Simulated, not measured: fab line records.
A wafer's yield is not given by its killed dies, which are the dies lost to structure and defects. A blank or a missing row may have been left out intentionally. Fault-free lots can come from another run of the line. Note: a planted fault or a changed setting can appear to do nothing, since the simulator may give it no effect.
Which tool is to blame? -- flow gf180mcu -- route of 602 steps, sampled at 1 step: 7 lots, 20 wafers

## WHAT THE GAUGES SHOWED, per wafer
GF_STI_THK_MEAS_02.
lot,measured,on,STI_OXIDATION_THK (nm)
L108,day 1 17:13,film-metro-04,10.22 10.23 10.46
L110,day 2 03:22,film-metro-04,10.21 10.13 10.18
L112,day 2 12:55,film-metro-04,9.92 10.10 10.14
L114,day 2 22:31,film-metro-01,9.89 9.93 9.79
L120,day 4 05:56,film-metro-03,10.23 10.14
L124,day 5 00:31,film-metro-03,9.78 9.83 9.69
L130,day 6 09:53,film-metro-03,10.11 10.24 10.11

## EACH LOT AND THE TOOL THAT RAN IT (in order: tool; ch and the chambers of the sampled wafers; start)
Before these readings, the record contains no process step.

## THE ANSWER, worked out from the rows above alone
Rule: what is usual is taken from the lots themselves. Put in order of their means at a reading, lots are off if they are a third of the lots or fewer, leave a main group of 4 or more, and stand apart from it by a gap of 3 or more times the standard deviation of the main group's means; of several such gaps the widest counts. A main group is skipped when, at the precision printed for the reading in the tables above, its means are all equal. Also off: a lot with no number at a reading for which 4 or more lots have one. All remaining lots with rows at the step are treated as sound.
No lot is off at any reading shown: from this, nothing can be told.

## WHAT WAS PUT IN BY THE SIMULATOR
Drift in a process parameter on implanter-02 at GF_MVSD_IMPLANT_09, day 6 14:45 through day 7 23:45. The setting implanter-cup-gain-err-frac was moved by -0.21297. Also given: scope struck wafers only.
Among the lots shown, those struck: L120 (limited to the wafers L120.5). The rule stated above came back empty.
